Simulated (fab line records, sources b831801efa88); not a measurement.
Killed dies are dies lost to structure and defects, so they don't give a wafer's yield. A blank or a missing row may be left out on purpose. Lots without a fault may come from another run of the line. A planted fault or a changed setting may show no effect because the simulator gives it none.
One fault seen from 2 desks | flow gf180mcu | each desk has only its own numbers; what lay behind them comes last

THE TOOL OWNER'S DESK: implanter-03
The tool's own readings at GF_MVPSD_IMPLANT_08: means of the sampled wafers that have a number, for each lot that ran on this tool. A lot is out of limits, marked OUT, if its mean lies more than 4 standard deviations from the usual mean; the brackets give that distance.
Columns: A = dose_ions_cm2 at GF_MVPSD_IMPLANT_08, usual 1.5e+13; B = faraday_current_uA at GF_MVPSD_IMPLANT_08, usual 84.5
lot  | first seen here | A                         | B
L851 | day 6 00:01     | 1.5e+13                   | 84.5
L854 | day 6 18:54     | 1.5e+13                   | 84.9
L861 | day 8 11:13     | 1.5e+12 (-99 or more) OUT | 8.3 (-45) OUT
L862 | day 8 17:39     | 1.5e+12 (-99 or more) OUT | 8.4 (-45) OUT
This desk's finding: out of limits on L861, L862; first on L861, day 8 11:13 (dose_ions_cm2 at GF_MVPSD_IMPLANT_08). In limits: L851, L854.

THE METROLOGY DESK
What the gauges read, lot by lot, whatever tool the lot ran on: means of the sampled wafers that have a number. A lot is out of limits, marked OUT, if its mean lies more than 4 standard deviations from the usual mean; the brackets give that distance.
Columns: A = LVPWELL_OVL at GF_LVPWELL_OVL_MEAS_07, usual -0.3 nm; B = MVPSD_TW at GF_MVPSD_TW_MEAS_11, usual 552.2; C = VT_IMPLANT_OVL at GF_VT_IMPLANT_OVL_MEAS_07, usual 0.1 nm; D = MVPSD_RS at GF_VT_IMPLANT_RS_MEAS_49, usual 1168.7 ohm/sq
lot  | first seen here | A    | B               | C    | D
L848 | day 4 02:22     | -0.5 | 549.2           | -1.0 | 1172.7
L851 | day 4 18:48     | 0.1  | 551.2           | -0.2 | 1166.7
L854 | day 5 12:07     | 0.2  | 550.5           | -1.7 | 1168.2
L860 | day 6 21:34     | 1.4  | 555.1           | 0.3  | 1169.9
L861 | day 7 03:26     | 0.6  | 358.9 (-67) OUT | -1.1 | 2979.6 (+99 or more) OUT
L862 | day 7 09:09     | -0.8 | 362.1 (-66) OUT | 0.0  | 2963.9 (+99 or more) OUT
L864 | day 7 20:01     | -0.2 | 552.0           | -0.2 | 1172.5
L865 | day 8 01:43     | -1.7 | 551.2           | 1.1  | 1167.6
L866 | day 8 06:38     | -0.9 | 552.8           | 0.1  | 1170.2
L867 | day 8 13:55     | 1.6  | 552.8           | 1.1  | 1166.0
L868 | day 8 18:20     | 0.3  | 551.1           | -0.7 | 1171.5
L869 | day 8 23:35     | -0.7 | 552.8           | 1.7  | 1162.1
This desk's finding: out of limits on L861, L862; first on L861, day 8 11:35 (MVPSD_TW at GF_MVPSD_TW_MEAS_11). In limits: L848, L851, L854, L860, L864, L865, L866, L867, L868, L869.

PUT TOGETHER
The tool owner's desk could have raised an alarm at day 8 11:13, on L861, L862.
The metrology desk could have raised an alarm at day 8 11:35, on L861, L862.
Of the lots named, all ran GF_MVPSD_IMPLANT_08 on implanter-03.

WHAT THE SIMULATOR HAD PUT IN
Process parameter drift: implanter-03, from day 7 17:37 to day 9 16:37, at GF_MVPSD_IMPLANT_08. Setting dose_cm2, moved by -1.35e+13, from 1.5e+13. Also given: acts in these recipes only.
Lots struck among those shown: L861, L862.
Hours from the fault's start to each desk's first reading out of limits: the tool owner's desk, 18; the metrology desk, 18.
